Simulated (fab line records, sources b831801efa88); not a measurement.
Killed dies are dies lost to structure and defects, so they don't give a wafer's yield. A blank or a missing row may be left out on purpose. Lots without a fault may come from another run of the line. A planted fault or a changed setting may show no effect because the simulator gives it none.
fab line records | flow sky130
record lots=13 wafers=39 last_day=50
route steps=708 shown FIELD_ISO@3 SONOS_ONO@169 LDD_HVP@285 CONTACT@425 PAD_OPEN@708
lots that met no fault: from a run of the same line without faults
start_h: hours from the record's first day to the start of the lot's first wafer shown | wait_h: hours since the lot's step before | " the same as in the row above | L1.1+2: a row that stands for several wafers | - no value, or no start given | * or withheld: withheld | < > ~ a bound
route shown NAME@n: a module of which the file shows steps, and the number in the route of the first | usual: mean/standard deviation of fault-free wafers | same: alike in all rows | chamber/n: place in a boat | sites: the reading at each site | _std_site: their standard deviation | _edge_site: outer sites' mean less inner sites' | radius_mm: how far each site lies from the wafer's centre | mask NAME#n: copy n | behind: the tool/chamber that last shaped the wafer | hold: why the lot was held/for how many hours/how that ended | device: the transistor (n, p or np) that didn't switch | end of line: the same wafers' tests at the end of the route | a step without rows: its recipe alone | killed: dies lost to structure and defects at the first sort, not the wafer's yield | map: a wafer's dies, x killed, . not, _ none there
set.NAME: the setting as run; set.NAME@STEP: as run at that earlier step | model.NAME: the simulator's own value behind a step, which no gauge read
steps of the route over a sample of lots; a table a step, a row a wafer
services: from which hour (start_h, from the record's first day; less than 0 if before it) a tool's chamber was out of use, for how many hours, and why
## steps
# step SKY_FIELD_ISO_THK_MEAS_02
# recipe reads=SiO2_of_FIELD_ISO_OXIDATION_01
# usual FIELD_ISO_OXIDATION_00_THK=11.87/0.25
# columns lot.wafer tool chamber start_h wait_h FIELD_ISO_OXIDATION_00_THK[nm]
L310.3 film_metro-04 - 16.94 0.0 12.10
L310.4 " - " " 12.19
L310.6 " - " " 11.95
L311.3 film_metro-02 - 17.00 0.1 11.75
L311.4 " - " " 11.71
L311.6 " - " " 11.83
L313.1 film_metro-01 - 29.18 0.0 11.36
L313.2 " - " " 11.29
L313.3 " - " " 11.43
L312.3 film_metro-04 - 29.20 0.0 11.77
L312.4 " - " " 11.41
L312.5 " - " " 11.55
L315.1 film_metro-01 - 36.82 0.0 11.61
L315.3 " - " " 11.70
L315.4 " - " " 11.60
L314.3 film_metro-04 - 36.84 0.0 11.71
L314.5 " - " " 11.78
L314.6 " - " " 11.70
L316.2 film_metro-01 - 44.32 0.0 11.75
L316.4 " - " " 11.64
L316.5 " - " " 11.81
L320.1 film_metro-02 - 61.63 0.0 11.76
L320.4 " - " " 11.65
L320.6 " - " " 11.68
L322.1 film_metro-02 - 71.69 0.1 11.27
L322.4 " - " " 11.72
L322.5 " - " " 11.63
L325.1 film_metro-01 - 87.17 0.0 12.10
L325.3 " - " " 12.19
L325.6 " - " " 12.10
L326.1 film_metro-04 - 91.63 0.0 11.96
L326.5 " - " " 11.99
L326.6 " - " " 12.22
L330.2 film_metro-04 - 112.08 0.0 12.29
L330.4 " - " " 12.31
L330.6 " - " " 12.31
L332.1 film_metro-02 - 121.63 0.0 12.07
L332.2 " - " " 11.93
L332.4 " - " " 12.08
# step SKY_SONOS_ONO_THK_MEAS_01
# recipe reads=SiO2_of_SONOS_ONO_OXIDATION_00
# usual SONOS_ONO_OXIDATION_THK=2.62/0.053
# columns lot.wafer tool chamber start_h wait_h SONOS_ONO_OXIDATION_THK[nm]
L311.3 film_metro-01 - 264.82 0.0 2.59
L311.4 " - " " 2.60
L311.6 " - " " 2.57
L310.3 film_metro-01 - 266.17 0.0 2.61
L310.4 " - " " 2.63
L310.6 " - " " 2.49
L312.3 film_metro-01 - 274.26 0.0 2.63
L312.4 " - " " 2.70
L312.5 " - " " 2.65
L313.1 film_metro-01 - 275.77 0.0 2.68
L313.2 " - " " 2.62
L313.3 " - " " 2.59
L314.3 film_metro-02 - 284.52 0.0 2.57
L314.5 " - " " 2.65
L314.6 " - " " 2.62
L315.1 film_metro-01 - 285.85 0.0 2.69
L315.3 " - " " 2.62
L315.4 " - " " 2.62
L316.2 film_metro-01 - 300.14 0.0 2.67
L316.4 " - " " 2.67
L316.5 " - " " 2.73
L320.1 film_metro-02 - 336.43 0.0 2.70
L320.4 " - " " 2.64
L320.6 " - " " 2.72
L322.1 film_metro-02 - 346.29 0.0 2.64
L322.4 " - " " 2.71
L322.5 " - " " 2.60
L325.1 film_metro-02 - 376.38 0.0 2.68
L325.3 " - " " 2.61
L325.6 " - " " 2.70
L326.1 film_metro-01 - 376.40 0.0 2.62
L326.5 " - " " 2.56
L326.6 " - " " 2.54
L330.2 film_metro-01 - 409.10 0.0 2.65
L330.4 " - " " 2.72
L330.6 " - " " 2.58
L332.1 film_metro-01 - 429.21 0.1 2.49
L332.2 " - " " 2.61
L332.4 " - " " 2.61
# step SKY_LDD_HVP_OVL_MEAS_07
# usual LDD_HVP_OVL=0.9/1.4
# columns lot.wafer tool chamber start_h wait_h LDD_HVP_OVL[nm]
L310.3 overlay-02 - 513.15 0.1 1.3
L310.4 " - " " 2.1
L310.6 " - " " 2.8
L311.3 overlay-01 - 515.95 0.1 -0.8
L311.4 " - " " -2.5
L311.6 " - " " 1.8
L312.3 overlay-01 - 519.75 0.1 -1.5
L312.4 " - " " 0.9
L312.5 " - " " 0.6
L313.1 overlay-01 - 521.03 0.1 1.7
L313.2 " - " " 0.6
L313.3 " - " " -1.0
L315.1 overlay-02 - 530.28 0.1 2.5
L315.3 " - " " 2.2
L315.4 " - " " 2.4
L314.3 overlay-02 - 531.85 0.1 0.1
L314.5 " - " " 2.6
L314.6 " - " " 0.9
L316.2 overlay-01 - 562.69 0.1 -1.2
L316.4 " - " " -0.3
L316.5 " - " " 0.5
L320.1 overlay-02 - 594.69 0.1 1.4
L320.4 " - " " 1.3
L320.6 " - " " 0.2
L322.1 overlay-02 - 602.83 0.1 0.6
L322.4 " - " " 0.8
L322.5 " - " " 1.5
L326.1 overlay-01 - 629.61 0.1 -1.7
L326.5 " - " " 0.9
L326.6 " - " " -0.9
L325.1 overlay-02 - 633.54 0.1 1.3
L325.3 " - " " 3.2
L325.6 " - " " 1.1
L330.2 overlay-01 - 662.84 0.1 -1.0
L330.4 " - " " 2.1
L330.6 " - " " 0.2
L332.1 overlay-02 - 683.49 0.1 0.9
L332.2 " - " " 1.2
L332.4 " - " " -0.6
# step SKY_CONTACT_STRIP_19
# recipe chemistry=O2/N2 power_w=1400 pressure_mtorr=1500 platen_temp_c=withheld o2_flow_sccm=3000 n2_flow_sccm=300 overash_fraction=0.5
# usual drypump_motor_current_A=5.85/0.29 oes_product_au=0.380/0.0049 strip_time_to_endpoint_s=3.62/0.03
# columns lot.wafer tool chamber start_h wait_h drypump_motor_current_A oes_product_au rf_hours_counter_h strip_time_to_endpoint_s
L310.3 plasma_asher-03 0 753.16 - 6.08 0.386 - 3.63
L310.4 " 1 " " 5.32 0.374 - 3.59
L310.6 " 1 " " 5.30 0.377 - 3.58
L311.3 plasma_asher-01 0 756.41 - 5.89 0.375 - 3.61
L311.4 " 1 " " 6.23 0.382 - 3.67
L311.6 " 0 " " 5.90 0.388 - 3.63
L313.1 plasma_asher-02 0 760.42 - 5.85 0.379 63 3.58
L313.2 " 1 " " 5.75 0.385 63 3.58
L313.3 " 1 " " 5.75 0.370 - 3.55
L312.3 plasma_asher-03 1 762.25 - 5.32 0.378 - 3.62
L312.4 " 0 " " 6.06 0.378 - 3.62
L312.5 " 1 " " 5.32 0.383 - 3.66
L315.1 plasma_asher-01 1 767.67 - 6.19 0.379 35 3.61
L315.3 " 0 " " 5.91 0.378 - 3.59
L315.4 " 1 " " 6.17 0.381 - 3.64
L314.3 plasma_asher-03 1 771.80 - 5.32 0.376 - 3.62
L314.5 " 0 " " 6.08 0.380 - 3.69
L314.6 " 1 " " 5.33 0.386 - 3.64
L316.2 plasma_asher-01 0 798.88 - 5.92 0.393 38 3.56
L316.4 " 1 " " 6.21 0.379 - 3.63
L316.5 " 1 " " 6.21 0.381 - 3.61
L320.1 plasma_asher-02 1 826.98 - 5.71 0.376 70 3.62
L320.4 " 1 " " 5.76 0.393 - 3.59
L320.6 " 0 " " 5.86 0.375 - 3.64
L322.1 plasma_asher-01 0 833.28 - 5.92 0.368 41 3.63
L322.4 " 0 " " 5.93 0.387 - 3.58
L322.5 " 1 " " 6.22 0.375 - 3.61
L326.1 plasma_asher-03 1 857.72 - 5.32 0.389 10 3.64
L326.5 " 0 " " 6.07 0.388 - 3.63
L326.6 " 1 " " 5.31 0.378 - 3.61
L325.1 plasma_asher-03 1 862.90 - 5.34 0.376 11 3.63
L325.3 " 1 " " 5.33 0.384 - 3.63
L325.6 " 0 " " 6.07 0.389 - 3.64
L330.2 plasma_asher-02 1 888.15 - 5.73 0.382 76 3.61
L330.4 " 0 " " 5.87 0.378 - 3.60
L330.6 " 0 " " 5.84 0.381 - 3.68
L332.1 plasma_asher-02 0 902.52 - 5.86 0.385 77 3.65
L332.2 " 1 " " 5.77 0.381 77 3.58
L332.4 " 1 " " 5.75 0.377 - 3.63
# step SKY_PAD_OPEN_PROBE_99
# usual killed_at_M0_to_M3=43/7.3 killed_at_M4_up=3.1/1.7 killed_at_contacts=25/5.3 killed_at_front_end=15/4.3 killed_at_other=0.2/0.54 killed_dies=87/10 killed_on_rim=17/3.9 killed_open=48/7.6 killed_short=38/6.1
# same gross_dies=492 killed_at_back_side=0
# columns lot.wafer tool chamber start_h wait_h killed_at_M0_to_M3 killed_at_M4_up killed_at_contacts killed_at_front_end killed_at_other killed_dies killed_on_rim killed_open killed_short
L326.1 prober-01 - 1169.31 0.1 51 4 22 16 2 95 15 59 36
L326.5 prober-01 - 1169.51 0.2 36 1 71 20 0 128 22 34 40
L326.6 prober-01 - 1169.56 0.2 30 3 20 22 0 75 13 36 39
L325.1 prober-02 - 1171.67 0.1 46 2 34 17 0 99 20 48 51
L325.3 prober-02 - 1171.77 0.2 41 3 16 17 0 77 14 48 29
L325.6 prober-02 - 1171.92 0.2 40 5 81 19 0 145 22 45 45
# killed by level:class
L326.1 VIA1:geometric_particle:open=13 VIA3:geometric_particle:open=12 CONTACT:geometric_particle:open=11 METAL1:geometric_particle:short=9 VIA2:geometric_particle:open=6 FIELD_ISO:geometric_particle:open=5 CONTACT:geometric_particle:short=5 LOCAL_INTERCONNECT:geometric_particle:short=4
L326.5 CONTACT:unspecified=54 FIELD_ISO:geometric_particle:short=6 VIA1:geometric_particle:short=6 VIA1:geometric_particle:open=6 METAL2:geometric_particle:short=6 FIELD_ISO:geometric_particle:open=5 CONTACT:geometric_particle:short=5 METAL2:geometric_particle:open=5
L326.6 VIA1:geometric_particle:open=8 CONTACT:geometric_particle:open=7 POLY_GATE:geometric_particle:short=6 FIELD_ISO:geometric_particle:short=5 LI_CONTACT:geometric_particle:open=5 VIA1:geometric_particle:short=5 LOCAL_INTERCONNECT:geometric_particle:short=4 METAL2:geometric_particle:short=4
L325.1 CONTACT:geometric_particle:open=15 VIA1:geometric_particle:open=10 CONTACT:geometric_particle:short=9 METAL2:geometric_particle:short=7 FIELD_ISO:geometric_particle:short=5 METAL1:geometric_particle:short=5 FIELD_ISO:geometric_particle:open=4 LI_CONTACT:geometric_particle:open=4
L325.3 VIA2:geometric_particle:open=9 LI_CONTACT:geometric_particle:open=7 VIA1:geometric_particle:open=7 METAL1:geometric_particle:short=6 FIELD_ISO:geometric_particle:open=5 METAL2:geometric_particle:short=5 POLY_GATE:geometric_particle:open=5 CONTACT:geometric_particle:open=5
L325.6 CONTACT:unspecified=55 VIA1:geometric_particle:open=11 LI_CONTACT:geometric_particle:open=9 CONTACT:geometric_particle:open=7 METAL2:geometric_particle:short=6 LOCAL_INTERCONNECT:geometric_particle:short=6 VIA1:geometric_particle:short=6 VIA2:geometric_particle:open=6
## services
# columns tool chamber start_h hours kind
plasma_asher-03 - 730.11 2.8 pm
plasma_asher-03 - 733.75 9.0 pm
plasma_asher-03 0 733.75 12.5 vent_cycle
plasma_asher-03 1 733.75 12.5 vent_cycle
plasma_asher-03 - 737.85 8.4 repair
plasma_asher-03 0 742.75 - clean
plasma_asher-03 1 742.75 - clean
plasma_asher-02 - 766.52 1.3 repair
plasma_asher-03 - 829.64 5.9 repair
plasma_asher-01 - 834.80 2.2 repair
plasma_asher-02 - 851.03 0.5 repair
plasma_asher-02 - 861.75 1.2 repair
## key
first_sign step=SKY_PAD_OPEN_PROBE_99 reading=killed_at_contacts direction=up sigmas=9.6 usual=25 struck=76
effect step=SKY_PAD_OPEN_PROBE_99 reading=killed_dies direction=up sigmas=4.9 usual=87 struck=136
met_at SKY_CONTACT_STRIP_19
struck_lots L325,L326
struck_wafers L325.6,L326.5
tester_left_out L325,L326
not_acting_at SKY_FIELD_ISO_THK_MEAS_02,SKY_SONOS_ONO_THK_MEAS_01,SKY_LDD_HVP_OVL_MEAS_07
onset_between 771.80 857.72
fault kind=chamber_particle_source tool=plasma_asher-03 chamber=0 onset_h=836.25 steps=SKY_CONTACT_STRIP_19 rate_per_visit_cm2=0.99731 end_h=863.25
# tester_left_out: of these lots the tester's yield and bins aren't shown, on N5 and GAA mostly nor the transistor test; their killed dies are dies lost to structure and defects alone, not to doping, threshold or leakage, so they don't give the yield
